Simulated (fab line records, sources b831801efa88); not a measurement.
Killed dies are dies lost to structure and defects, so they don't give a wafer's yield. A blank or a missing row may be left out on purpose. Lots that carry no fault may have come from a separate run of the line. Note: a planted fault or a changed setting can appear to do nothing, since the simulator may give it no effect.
The tool behind it: which one? || flow sky130 || Sampling: 13 lots, 37 wafers, 6 of 708 route steps

== WHAT EACH GAUGE READ, for each wafer ==
SKY_VT_ADJUST_HVTP_TW_MEAS_11. Usual: VT_ADJUST_HVTP_TW gives 1349 (standard deviation 7.3).
{"lot": "L726", "measured": "day 6 05:29", "on": "filmMetro-04", "VT_ADJUST_HVTP_TW": "1346 1346 1344", "flag": ""}
{"lot": "L727", "measured": "day 6 07:33", "on": "filmMetro-04", "VT_ADJUST_HVTP_TW": "1346 1351 1350", "flag": ""}
{"lot": "L728", "measured": "day 6 15:34", "on": "filmMetro-04", "VT_ADJUST_HVTP_TW": "1342 1339 1347", "flag": ""}
{"lot": "L729", "measured": "day 6 21:55", "on": "filmMetro-03", "VT_ADJUST_HVTP_TW": "1346 1351 1342", "flag": ""}
{"lot": "L730", "measured": "day 7 05:41", "on": "filmMetro-03", "VT_ADJUST_HVTP_TW": "1353 1347 1354", "flag": ""}
{"lot": "L731", "measured": "day 7 09:37", "on": "filmMetro-03", "VT_ADJUST_HVTP_TW": "1351 1353 1341", "flag": ""}
{"lot": "L733", "measured": "day 8 04:17", "on": "filmMetro-04", "VT_ADJUST_HVTP_TW": "1341 1347 1347", "flag": ""}
{"lot": "L736", "measured": "day 8 22:22", "on": "filmMetro-03", "VT_ADJUST_HVTP_TW": "1345 1350 1347", "flag": ""}
{"lot": "L738", "measured": "day 9 11:18", "on": "filmMetro-01", "VT_ADJUST_HVTP_TW": "1360 1374", "flag": ""}
{"lot": "L741", "measured": "day 10 06:34", "on": "filmMetro-03", "VT_ADJUST_HVTP_TW": "1347 1345 1346", "flag": ""}
{"lot": "L742", "measured": "day 10 08:43", "on": "filmMetro-04", "VT_ADJUST_HVTP_TW": "1350 1341 1344", "flag": ""}
{"lot": "L743", "measured": "day 10 15:50", "on": "filmMetro-04", "VT_ADJUST_HVTP_TW": "1348 1344", "flag": ""}
{"lot": "L747", "measured": "day 11 17:05", "on": "filmMetro-01", "VT_ADJUST_HVTP_TW": "1357 1358 1361", "flag": ""}

SKY_VT_ADJUST_LVTN_TW_MEAS_10. Usual: VT_ADJUST_LVTN_TW gives 240.0 (standard deviation 0.89).
{"lot": "L726", "measured": "day 7 01:28", "on": "filmMetro-04", "VT_ADJUST_LVTN_TW": "240.4 241.9 242.2", "flag": ""}
{"lot": "L727", "measured": "day 7 03:02", "on": "filmMetro-03", "VT_ADJUST_LVTN_TW": "240.6 239.4 239.7", "flag": ""}
{"lot": "L728", "measured": "day 7 11:17", "on": "filmMetro-03", "VT_ADJUST_LVTN_TW": "240.0 241.6 240.3", "flag": ""}
{"lot": "L729", "measured": "day 7 17:27", "on": "filmMetro-03", "VT_ADJUST_LVTN_TW": "239.5 241.0 240.9", "flag": ""}
{"lot": "L730", "measured": "day 8 01:54", "on": "filmMetro-03", "VT_ADJUST_LVTN_TW": "239.6 240.2 239.3", "flag": ""}
{"lot": "L731", "measured": "day 8 05:22", "on": "filmMetro-02", "VT_ADJUST_LVTN_TW": "239.2 237.1 239.4", "flag": ""}
{"lot": "L733", "measured": "day 9 01:57", "on": "filmMetro-02", "VT_ADJUST_LVTN_TW": "241.2 240.3 239.6", "flag": ""}
{"lot": "L736", "measured": "day 9 19:52", "on": "filmMetro-02", "VT_ADJUST_LVTN_TW": "240.9 240.7 240.5", "flag": ""}
{"lot": "L738", "measured": "day 10 09:46", "on": "filmMetro-04", "VT_ADJUST_LVTN_TW": "239.4 240.1", "flag": ""}
{"lot": "L741", "measured": "day 11 05:42", "on": "filmMetro-02", "VT_ADJUST_LVTN_TW": "239.8 239.1 238.7", "flag": ""}
{"lot": "L742", "measured": "day 11 08:40", "on": "filmMetro-02", "VT_ADJUST_LVTN_TW": "239.3 239.2 238.8", "flag": ""}
{"lot": "L743", "measured": "day 11 14:22", "on": "filmMetro-02", "VT_ADJUST_LVTN_TW": "239.6 239.2", "flag": ""}
{"lot": "L747", "measured": "day 12 17:06", "on": "filmMetro-04", "VT_ADJUST_LVTN_TW": "239.8 240.4 240.1", "flag": ""}

SKY_VT_ADJUST_LVTN_TW_MEAS_21. Usual: VT_ADJUST_LVTN_2_TW gives 186.7 (standard deviation 0.68).
{"lot": "L726", "measured": "day 7 20:58", "on": "filmMetro-02", "VT_ADJUST_LVTN_2_TW": "186.1 185.4 186.1", "flag": ""}
{"lot": "L727", "measured": "day 7 23:09", "on": "filmMetro-02", "VT_ADJUST_LVTN_2_TW": "185.9 186.5 186.9", "flag": ""}
{"lot": "L728", "measured": "day 8 07:42", "on": "filmMetro-03", "VT_ADJUST_LVTN_2_TW": "187.4 186.8 187.0", "flag": ""}
{"lot": "L729", "measured": "day 8 14:11", "on": "filmMetro-02", "VT_ADJUST_LVTN_2_TW": "186.1 186.4 185.7", "flag": ""}
{"lot": "L730", "measured": "day 8 23:28", "on": "filmMetro-02", "VT_ADJUST_LVTN_2_TW": "186.6 185.1 186.2", "flag": ""}
{"lot": "L731", "measured": "day 9 03:15", "on": "filmMetro-03", "VT_ADJUST_LVTN_2_TW": "187.3 187.2 187.2", "flag": ""}
{"lot": "L733", "measured": "day 10 00:09", "on": "filmMetro-03", "VT_ADJUST_LVTN_2_TW": "188.2 187.4 187.9", "flag": ""}
{"lot": "L736", "measured": "day 10 19:51", "on": "filmMetro-04", "VT_ADJUST_LVTN_2_TW": "186.0 186.5 188.5", "flag": ""}
{"lot": "L738", "measured": "day 11 08:59", "on": "filmMetro-03", "VT_ADJUST_LVTN_2_TW": "186.4 187.1", "flag": ""}
{"lot": "L741", "measured": "day 12 03:47", "on": "filmMetro-02", "VT_ADJUST_LVTN_2_TW": "186.6 187.1 186.7", "flag": ""}
{"lot": "L742", "measured": "day 12 07:33", "on": "filmMetro-04", "VT_ADJUST_LVTN_2_TW": "29.9 29.8 29.9", "flag": "OFF"}
{"lot": "L743", "measured": "day 12 14:35", "on": "filmMetro-02", "VT_ADJUST_LVTN_2_TW": "187.9 186.4", "flag": ""}
{"lot": "L747", "measured": "day 13 18:50", "on": "filmMetro-04", "VT_ADJUST_LVTN_2_TW": "186.6 187.0 187.1", "flag": ""}

== TOOL THAT RAN EACH LOT (tool first, then ch and the chambers of the sampled wafers, then the start) ==
{"lot": "L726", "SKY_PWDE_STRIP_09": "plasmaAsher-04 ch 0,1, day 3 23:17", "SKY_VT_ADJUST_LVTN_STRIP_09": "plasmaAsher-04 ch 1, day 7 01:21", "SKY_VT_ADJUST_LVTN_STRIP_20": "plasmaAsher-01 ch 0,1, day 7 20:51"}
{"lot": "L727", "SKY_PWDE_STRIP_09": "plasmaAsher-01 ch 0,1, day 4 01:21", "SKY_VT_ADJUST_LVTN_STRIP_09": "plasmaAsher-04 ch 0,1, day 7 02:56", "SKY_VT_ADJUST_LVTN_STRIP_20": "plasmaAsher-04 ch 0,1, day 7 23:03"}
{"lot": "L728", "SKY_PWDE_STRIP_09": "plasmaAsher-02 ch 0,1, day 4 08:32", "SKY_VT_ADJUST_LVTN_STRIP_09": "plasmaAsher-01 ch 0,1, day 7 11:11", "SKY_VT_ADJUST_LVTN_STRIP_20": "plasmaAsher-01 ch 0,1, day 8 07:36"}
{"lot": "L729", "SKY_PWDE_STRIP_09": "plasmaAsher-02 ch 0, day 4 13:20", "SKY_VT_ADJUST_LVTN_STRIP_09": "plasmaAsher-01 ch 0,1, day 7 17:21", "SKY_VT_ADJUST_LVTN_STRIP_20": "plasmaAsher-01 ch 0,1, day 8 14:05"}
{"lot": "L730", "SKY_PWDE_STRIP_09": "plasmaAsher-01 ch 0,1, day 4 19:42", "SKY_VT_ADJUST_LVTN_STRIP_09": "plasmaAsher-04 ch 0,1, day 8 01:47", "SKY_VT_ADJUST_LVTN_STRIP_20": "plasmaAsher-01 ch 0,1, day 8 23:21"}
{"lot": "L731", "SKY_PWDE_STRIP_09": "plasmaAsher-01 ch 0,1, day 5 00:18", "SKY_VT_ADJUST_LVTN_STRIP_09": "plasmaAsher-01 ch 0,1, day 8 05:16", "SKY_VT_ADJUST_LVTN_STRIP_20": "plasmaAsher-03 ch 1, day 9 03:09"}
{"lot": "L733", "SKY_PWDE_STRIP_09": "plasmaAsher-02 ch 0,1, day 5 17:29", "SKY_VT_ADJUST_LVTN_STRIP_09": "plasmaAsher-03 ch 0,1, day 9 01:51", "SKY_VT_ADJUST_LVTN_STRIP_20": "plasmaAsher-04 ch 0,1, day 10 00:03"}
{"lot": "L736", "SKY_PWDE_STRIP_09": "plasmaAsher-04 ch 0, day 6 08:53", "SKY_VT_ADJUST_LVTN_STRIP_09": "plasmaAsher-03 ch 0,1, day 9 19:45", "SKY_VT_ADJUST_LVTN_STRIP_20": "plasmaAsher-03 ch 1, day 10 19:44"}
{"lot": "L738", "SKY_PWDE_STRIP_09": "plasmaAsher-02 ch 0,1, day 6 20:44", "SKY_VT_ADJUST_LVTN_STRIP_09": "plasmaAsher-01 ch 0, day 10 09:41", "SKY_VT_ADJUST_LVTN_STRIP_20": "plasmaAsher-01 ch 1, day 11 08:53"}
{"lot": "L741", "SKY_PWDE_STRIP_09": "plasmaAsher-01 ch 0,1, day 7 12:41", "SKY_VT_ADJUST_LVTN_STRIP_09": "plasmaAsher-01 ch 0,1, day 11 05:36", "SKY_VT_ADJUST_LVTN_STRIP_20": "plasmaAsher-01 ch 0,1, day 12 03:41"}
{"lot": "L742", "SKY_PWDE_STRIP_09": "plasmaAsher-02 ch 0,1, day 7 15:15", "SKY_VT_ADJUST_LVTN_STRIP_09": "plasmaAsher-03 ch 0,1, day 11 08:33", "SKY_VT_ADJUST_LVTN_STRIP_20": "plasmaAsher-03 ch 0,1, day 12 07:26"}
{"lot": "L743", "SKY_PWDE_STRIP_09": "plasmaAsher-02 ch 0, day 7 20:47", "SKY_VT_ADJUST_LVTN_STRIP_09": "plasmaAsher-04 ch 0,1, day 11 14:17", "SKY_VT_ADJUST_LVTN_STRIP_20": "plasmaAsher-01 ch 0,1, day 12 14:29"}
{"lot": "L747", "SKY_PWDE_STRIP_09": "plasmaAsher-04 ch 0,1, day 8 19:47", "SKY_VT_ADJUST_LVTN_STRIP_09": "plasmaAsher-04 ch 0,1, day 12 17:00", "SKY_VT_ADJUST_LVTN_STRIP_20": "plasmaAsher-03 ch 0, day 13 18:44"}
- SKY_PWDE_STRIP_09: strips in O2/N2.
- SKY_VT_ADJUST_LVTN_STRIP_09: strips in O2/N2.
- SKY_VT_ADJUST_LVTN_STRIP_20: strips in O2/N2.

== WHAT THE TOOLS THEMSELVES READ (means of the sampled wafers that have a number; where no wafer has one, the mark that the record gives instead) ==
SKY_PWDE_STRIP_09. Usual: drypumpMotorCurrentA 6.00 A, standard deviation 0.27; oesProductAu 0.722 a.u., standard deviation 0.0043; stripTimeToEndpointS 36.86 s, standard deviation 0.12.
{"lot": "L726", "tool": "plasmaAsher-04", "drypumpMotorCurrentA (A)": 6.27, "oesProductAu (a.u.)": 0.723, "stripTimeToEndpointS (s)": 36.86, "flag": ""}
{"lot": "L727", "tool": "plasmaAsher-01", "drypumpMotorCurrentA (A)": 5.75, "oesProductAu (a.u.)": 0.723, "stripTimeToEndpointS (s)": 36.98, "flag": ""}
{"lot": "L728", "tool": "plasmaAsher-02", "drypumpMotorCurrentA (A)": 6.08, "oesProductAu (a.u.)": 0.721, "stripTimeToEndpointS (s)": 36.83, "flag": ""}
{"lot": "L729", "tool": "plasmaAsher-02", "drypumpMotorCurrentA (A)": 5.72, "oesProductAu (a.u.)": 0.723, "stripTimeToEndpointS (s)": 36.78, "flag": ""}
{"lot": "L730", "tool": "plasmaAsher-01", "drypumpMotorCurrentA (A)": 5.77, "oesProductAu (a.u.)": 0.720, "stripTimeToEndpointS (s)": 37.00, "flag": ""}
{"lot": "L731", "tool": "plasmaAsher-01", "drypumpMotorCurrentA (A)": 5.75, "oesProductAu (a.u.)": 0.723, "stripTimeToEndpointS (s)": 36.84, "flag": ""}
{"lot": "L733", "tool": "plasmaAsher-02", "drypumpMotorCurrentA (A)": 6.07, "oesProductAu (a.u.)": 0.724, "stripTimeToEndpointS (s)": 36.96, "flag": ""}
{"lot": "L736", "tool": "plasmaAsher-04", "drypumpMotorCurrentA (A)": 5.93, "oesProductAu (a.u.)": 0.724, "stripTimeToEndpointS (s)": 36.97, "flag": ""}
{"lot": "L738", "tool": "plasmaAsher-02", "drypumpMotorCurrentA (A)": 5.98, "oesProductAu (a.u.)": 0.718, "stripTimeToEndpointS (s)": 36.80, "flag": ""}
{"lot": "L741", "tool": "plasmaAsher-01", "drypumpMotorCurrentA (A)": 5.77, "oesProductAu (a.u.)": 0.720, "stripTimeToEndpointS (s)": 36.74, "flag": ""}
{"lot": "L742", "tool": "plasmaAsher-02", "drypumpMotorCurrentA (A)": 6.10, "oesProductAu (a.u.)": 0.720, "stripTimeToEndpointS (s)": 36.68, "flag": ""}
{"lot": "L743", "tool": "plasmaAsher-02", "drypumpMotorCurrentA (A)": 5.73, "oesProductAu (a.u.)": 0.728, "stripTimeToEndpointS (s)": 36.86, "flag": ""}
{"lot": "L747", "tool": "plasmaAsher-04", "drypumpMotorCurrentA (A)": 6.28, "oesProductAu (a.u.)": 0.720, "stripTimeToEndpointS (s)": 36.92, "flag": ""}

SKY_VT_ADJUST_LVTN_STRIP_09. Usual: drypumpMotorCurrentA 5.9 A, standard deviation 0.32; oesProductAu 0.722 a.u., standard deviation 0.0045; stripTimeToEndpointS 36.92 s, standard deviation 0.094.
{"lot": "L726", "tool": "plasmaAsher-04", "drypumpMotorCurrentA (A)": 6.4, "oesProductAu (a.u.)": 0.717, "stripTimeToEndpointS (s)": 36.80, "flag": ""}
{"lot": "L727", "tool": "plasmaAsher-04", "drypumpMotorCurrentA (A)": 6.1, "oesProductAu (a.u.)": 0.724, "stripTimeToEndpointS (s)": 36.92, "flag": ""}
{"lot": "L728", "tool": "plasmaAsher-01", "drypumpMotorCurrentA (A)": 5.8, "oesProductAu (a.u.)": 0.721, "stripTimeToEndpointS (s)": 36.98, "flag": ""}
{"lot": "L729", "tool": "plasmaAsher-01", "drypumpMotorCurrentA (A)": 5.8, "oesProductAu (a.u.)": 0.718, "stripTimeToEndpointS (s)": 36.75, "flag": ""}
{"lot": "L730", "tool": "plasmaAsher-04", "drypumpMotorCurrentA (A)": 6.2, "oesProductAu (a.u.)": 0.722, "stripTimeToEndpointS (s)": 36.87, "flag": ""}
{"lot": "L731", "tool": "plasmaAsher-01", "drypumpMotorCurrentA (A)": 5.8, "oesProductAu (a.u.)": 0.719, "stripTimeToEndpointS (s)": 36.99, "flag": ""}
{"lot": "L733", "tool": "plasmaAsher-03", "drypumpMotorCurrentA (A)": 5.5, "oesProductAu (a.u.)": 0.724, "stripTimeToEndpointS (s)": 36.95, "flag": ""}
{"lot": "L736", "tool": "plasmaAsher-03", "drypumpMotorCurrentA (A)": 5.5, "oesProductAu (a.u.)": 0.724, "stripTimeToEndpointS (s)": 36.88, "flag": ""}
{"lot": "L738", "tool": "plasmaAsher-01", "drypumpMotorCurrentA (A)": 5.9, "oesProductAu (a.u.)": 0.718, "stripTimeToEndpointS (s)": 36.97, "flag": ""}
{"lot": "L741", "tool": "plasmaAsher-01", "drypumpMotorCurrentA (A)": 5.8, "oesProductAu (a.u.)": 0.723, "stripTimeToEndpointS (s)": 36.90, "flag": ""}
{"lot": "L742", "tool": "plasmaAsher-03", "drypumpMotorCurrentA (A)": 5.5, "oesProductAu (a.u.)": 0.954, "stripTimeToEndpointS (s)": "-", "flag": "OFF"}
{"lot": "L743", "tool": "plasmaAsher-04", "drypumpMotorCurrentA (A)": 6.2, "oesProductAu (a.u.)": 0.724, "stripTimeToEndpointS (s)": 36.99, "flag": ""}
{"lot": "L747", "tool": "plasmaAsher-04", "drypumpMotorCurrentA (A)": 6.1, "oesProductAu (a.u.)": 0.722, "stripTimeToEndpointS (s)": 36.93, "flag": ""}

SKY_VT_ADJUST_LVTN_STRIP_20. Usual: drypumpMotorCurrentA 5.84 A, standard deviation 0.28; oesProductAu 0.716 a.u., standard deviation 0.0045; stripTimeToEndpointS 14.18 s, standard deviation 0.038.
{"lot": "L726", "tool": "plasmaAsher-01", "drypumpMotorCurrentA (A)": 5.76, "oesProductAu (a.u.)": 0.718, "stripTimeToEndpointS (s)": 14.18, "flag": ""}
{"lot": "L727", "tool": "plasmaAsher-04", "drypumpMotorCurrentA (A)": 6.09, "oesProductAu (a.u.)": 0.712, "stripTimeToEndpointS (s)": 14.16, "flag": ""}
{"lot": "L728", "tool": "plasmaAsher-01", "drypumpMotorCurrentA (A)": 5.76, "oesProductAu (a.u.)": 0.715, "stripTimeToEndpointS (s)": 14.14, "flag": ""}
{"lot": "L729", "tool": "plasmaAsher-01", "drypumpMotorCurrentA (A)": 5.77, "oesProductAu (a.u.)": 0.713, "stripTimeToEndpointS (s)": 14.22, "flag": ""}
{"lot": "L730", "tool": "plasmaAsher-01", "drypumpMotorCurrentA (A)": 5.75, "oesProductAu (a.u.)": 0.720, "stripTimeToEndpointS (s)": 14.20, "flag": ""}
{"lot": "L731", "tool": "plasmaAsher-03", "drypumpMotorCurrentA (A)": 5.54, "oesProductAu (a.u.)": 0.717, "stripTimeToEndpointS (s)": 14.14, "flag": ""}
{"lot": "L733", "tool": "plasmaAsher-04", "drypumpMotorCurrentA (A)": 6.26, "oesProductAu (a.u.)": 0.711, "stripTimeToEndpointS (s)": 14.17, "flag": ""}
{"lot": "L736", "tool": "plasmaAsher-03", "drypumpMotorCurrentA (A)": 5.54, "oesProductAu (a.u.)": 0.717, "stripTimeToEndpointS (s)": 14.13, "flag": ""}
{"lot": "L738", "tool": "plasmaAsher-01", "drypumpMotorCurrentA (A)": 5.69, "oesProductAu (a.u.)": 0.712, "stripTimeToEndpointS (s)": 14.13, "flag": ""}
{"lot": "L741", "tool": "plasmaAsher-01", "drypumpMotorCurrentA (A)": 5.85, "oesProductAu (a.u.)": 0.715, "stripTimeToEndpointS (s)": 14.21, "flag": ""}
{"lot": "L742", "tool": "plasmaAsher-03", "drypumpMotorCurrentA (A)": 5.51, "oesProductAu (a.u.)": 0.723, "stripTimeToEndpointS (s)": 30.61, "flag": "OFF"}
{"lot": "L743", "tool": "plasmaAsher-01", "drypumpMotorCurrentA (A)": 5.80, "oesProductAu (a.u.)": 0.714, "stripTimeToEndpointS (s)": 14.16, "flag": ""}
{"lot": "L747", "tool": "plasmaAsher-03", "drypumpMotorCurrentA (A)": 5.49, "oesProductAu (a.u.)": 0.714, "stripTimeToEndpointS (s)": 14.16, "flag": ""}

== THE ANSWER, worked out from the rows above alone ==
Rule: a lot is off if the mean of its wafers that have a number lies more than 3 standard deviations from the usual mean. Also off: a lot with no number at a reading for which 4 or more lots have one. All remaining lots with rows at the step are treated as sound. After the gauges, taken in route order, come the tools' own readings; for these a lot's mean is taken, as printed above. At the first step where some lot is off, the reading lying furthest off is the one used; lots without a number count as furthest.
Off: at SKY_VT_ADJUST_LVTN_TW_MEAS_21 (VT_ADJUST_LVTN_2_TW), L742.
A tool fits if, at a process step before that reading, it ran every lot that is off, and no sound lot after the first of them. The gauges at SKY_VT_ADJUST_LVTN_TW_MEAS_21 aren't tried: what is off there is off at SKY_VT_ADJUST_LVTN_STRIP_09 too, on other tools, and a gauge's error can't cause that. One fits: plasmaAsher-03 at SKY_VT_ADJUST_LVTN_STRIP_09. A fault onset in the window from L736 (day 9 19:45, its last sound lot) to L742 (day 11 08:33, its first lot off) fits.
The tool's own readings at SKY_VT_ADJUST_LVTN_STRIP_09 bear it out: on the lots that are off they differ by more than 5 times the standard deviation of the sound lots' means. oesProductAu reads 0.954 a.u. there against 0.721 a.u. on the sound lots.
Blank at SKY_VT_ADJUST_LVTN_STRIP_09 on the lots that are off, where sound lots have numbers: stripTimeToEndpointS.

== WHAT WAS PUT IN BY THE SIMULATOR ==
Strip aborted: plasmaAsher-03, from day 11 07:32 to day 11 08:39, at SKY_VT_ADJUST_LVTN_STRIP_09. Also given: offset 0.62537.
Lots struck among those shown: L742. The same result came from the rule above.
